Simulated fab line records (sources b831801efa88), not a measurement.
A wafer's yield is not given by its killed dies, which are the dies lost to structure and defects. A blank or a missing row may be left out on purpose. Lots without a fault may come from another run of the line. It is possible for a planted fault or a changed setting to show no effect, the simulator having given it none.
Struck lot and sound lot, side by side | flow gf180mcu | 14 out of 602 route steps
Sound: these wafers, L661.1, L661.2, L661.4. Struck: wafers L658.2, L658.3, L658.4. At the end, the cause is stated.
At each step with rows: each side's tool, then ch and its chambers, then its first start. Under that, the readings that differ: sound wafers | struck wafers | difference of the means | sigmas: that difference in standard deviations of wafers without a fault.
alike: words and numbers the same on both sides, and readings whose means are apart by under 2 such deviations; not compared: readings that were withheld, readings missing a value for some wafer, numbers with overlapping values and no deviation given by the record, and bounds like >300 which may hide the same value.
Wherever a step has rows on one side only, a row that says differs or no value, or a row with sigmas, the two part there. When numbers do not overlap yet have no deviation, they are printed without sigmas and do not part them. A reading that every wafer of one side lacks parts them only if that side has two wafers or more.

GF_V2_STRIP_18: strips in O2/N2.
  sound on plasma-asher-01 ch 0,1, day 23 11:45; struck on plasma-asher-02 ch 0,1, day 22 08:03
  alike: drypump-motor-current-A, heater-power-w, oes-product-au
  not compared: rf-hours-counter-h
then, 2 steps without rows for these wafers: GF_V2_STRIP_19 (strips in post etch residue remover, time 1200 s); GF_V2_CLEAN_20 (cleans in DIW).
GF_V2_SPUTTER_21: material Ti, target thk 15 nm, time 80.02 s.
  sound on pvd-sputter-02 at day 23 12:22; struck on pvd-sputter-04 at day 22 08:35
  alike: cathode-dc-power-W, chamber-pressure-pa, substrate-temp-c, throttle-valve-pct
GF_V2_SPUTTER_22: material TiN, target thk 10 nm, time 40 s.
  sound on pvd-sputter-02 at day 23 12:26; struck on pvd-sputter-04 at day 22 08:39
  alike: cathode-dc-power-W, chamber-pressure-pa, throttle-valve-pct
GF_V2_CVD_23: deposits W, target thk 350 nm, time 104.94 s.
  sound on cvd-w-02 ch 0,1, day 23 12:28; struck on cvd-w-01 ch 0,1, day 22 08:41
  alike: heater-power-w
GF_V2_RS_MEAS_24: measurement is done with a four-point probe.
  sound on film-metro-02 at day 23 12:35; struck on film-metro-04 at day 22 08:49
  reading          | sound             | struck            | difference | sigmas
  V2_W_RS (ohm/sq) | 0.326 0.312 0.314 | 0.331 0.331 0.335 | +0.015     | +3
GF_V2_THK_MEAS_25: measures by xrf.
  sound on film-metro-02 at day 23 12:42; struck on film-metro-04 at day 22 08:56
  reading       | sound       | struck      | difference | sigmas
  V2_W_THK (nm) | 353 368 366 | 347 347 340 | -18        | -3
GF_V2_CMP_26: polishes, stops on SiO2, t overpolish 15 s, target thk 0 nm.
  sound on cmp-01 ch 0,1,3, day 23 12:46; struck on cmp-02 ch 0,2,3, day 22 08:59
  alike: motor-current-A, overpolish-run-s, time-to-endpoint-s
then, 3 steps without rows for these wafers: GF_M3_SPUTTER_00 (material Ti, target thk 37.5 nm, time 150 s); GF_M3_SPUTTER_01 (material TiN, target thk 30 nm, time 25 s); GF_M3_SPUTTER_02 (material AlCu, target thk 450 nm, time 23.9 s).
GF_M3_SPUTTER_03: material Ti, target thk 10 nm, time 6.7 s.
  sound on pvd-sputter-01 at day 23 13:13; struck on pvd-sputter-03 at day 22 09:26
  no value came back on the struck wafers for cathode-dc-power-W (W), chamber-pressure-pa (Pa), substrate-temp-c (C), throttle-valve-pct (%); on the sound wafers cathode-dc-power-W (W) reads 3000.8 3000.4 2999.6
then, 1 step without rows for these wafers: GF_M3_SPUTTER_04 (material TiN, target thk 50 nm, time 41.7 s).

== WHERE THEY PART ==
Earliest at GF_V2_RS_MEAS_24; latest, in this record, at GF_M3_SPUTTER_03.

WHY: what had been put in by the simulator
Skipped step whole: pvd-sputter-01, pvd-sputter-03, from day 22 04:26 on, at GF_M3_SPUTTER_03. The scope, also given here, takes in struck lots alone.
